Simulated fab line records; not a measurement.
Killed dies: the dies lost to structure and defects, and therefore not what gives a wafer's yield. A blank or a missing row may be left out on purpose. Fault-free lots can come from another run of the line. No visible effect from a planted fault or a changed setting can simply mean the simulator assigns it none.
Split-lot study ; flow gf180mcu ; 23 wafers read from 5 lots, route of 602 steps

THE SPLIT
At GF_M1_EXPOSE_11 (exposes mask Metal1, target cd 230 nm), the setting dose-mj was moved away from the recipe's 28 on 4 of the 23 wafers read, by -3.6% to -2.4%. This setting was run at the recipe's value on the other wafers.

FROM THE SPLIT TO THE READING: what the file shows between them, 2 steps
- GF_M1_PEB_12: peb time 90 s
- GF_M1_DEVELOP_13: develop time 60 s

THE READING
cd-nm (nm) at GF_M1_CD_MEAS_14, where the cd target is 230 nm. On this fab line, fault-free wafers typically give 229.6 nm with a standard deviation of 1.2 nm.

wafer;tool, chamber at the split;dose-mj as run;against the recipe;cd-nm, nm;against lot-mates on the recipe
L076.2;krf-scanner-02, 0;28;recipe;230.3;-
L076.3;krf-scanner-02, 0;28;recipe;230.3;-
L076.4;krf-scanner-02, 0;28;recipe;231.4;-
L077.1;krf-scanner-01, 0;28;recipe;230.6;-
L077.2;krf-scanner-01, 0;28;recipe;231.7;-
L077.3;krf-scanner-01, 0;27;-3.6%;236.2;+5.3
L077.4;krf-scanner-01, 0;27;-3.6%;236.4;+5.5
L077.5;krf-scanner-01, 0;28;recipe;230.3;-
L080.1;krf-scanner-01, 0;28;recipe;229.6;-
L080.2;krf-scanner-01, 0;28;recipe;229.0;-
L080.3;krf-scanner-01, 0;28;recipe;230.7;-
L080.4;krf-scanner-01, 0;28;recipe;229.1;-
L080.6;krf-scanner-01, 0;28;recipe;228.4;-
L082.1;krf-scanner-01, 0;28;recipe;228.2;-
L082.2;krf-scanner-01, 0;28;recipe;228.9;-
L082.3;krf-scanner-01, 0;28;recipe;227.0;-
L082.4;krf-scanner-01, 0;28;recipe;230.2;-
L082.6;krf-scanner-01, 0;28;recipe;230.7;-
L083.2;krf-scanner-01, 0;27.34;-2.4%;232.3;+2.8
L083.3;krf-scanner-01, 0;27.34;-2.4%;232.9;+3.4
L083.4;krf-scanner-01, 0;28;recipe;230.0;-
L083.5;krf-scanner-01, 0;28;recipe;229.2;-
L083.6;krf-scanner-01, 0;28;recipe;229.3;-

THE FIT
A straight line over all 23 wafers: cd-nm changes by -1.66 nm for each +1% of dose-mj; r = -0.87; the points scatter about the line by 1.1 nm.
The same after taking each lot's own level away (the mean of its wafers on the recipe; 23 wafers): -1.46 nm for each +1%; r = -0.90; scatter 0.84 nm.
According to that fit, moving dose-mj by its largest amount changes the reading by 5.2 nm.
The lots' own levels span 229.00 to 230.87 nm, that is 1.6 times the standard deviation above.
In other words, the slope is changed by the lot-to-lot level; the two fits disagree.
Check: for one of the wafers moved furthest among these (-3.6%), held out of the fit, the line's prediction against its lot-mates is +5.15 nm. Against them it came out at +5.33 nm.

OTHER SPLITS ON THESE WAFERS
Note: prior to the reading, these wafers also went through further splits. Each is held against what the fit with the lots' levels taken away leaves over:
other split on the same wafers;wafers away from the commonest value;r with cd-nm (lot level and that fit taken away)
GF_SALICIDE_SPUTTER_03 time-s;8;-0.11
GF_CONTACT_CVD_00 sih4-flow-sccm;5;+0.06
GF_CONTACT_CVD_24 temp-c;8;-0.17
GF_M1_COAT_09 resist-thk-nm;5;+0.49

THE FILE'S OWN FIT
cd-nm changes by -1.46 nm for each +1% of dose-mj, r = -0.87.
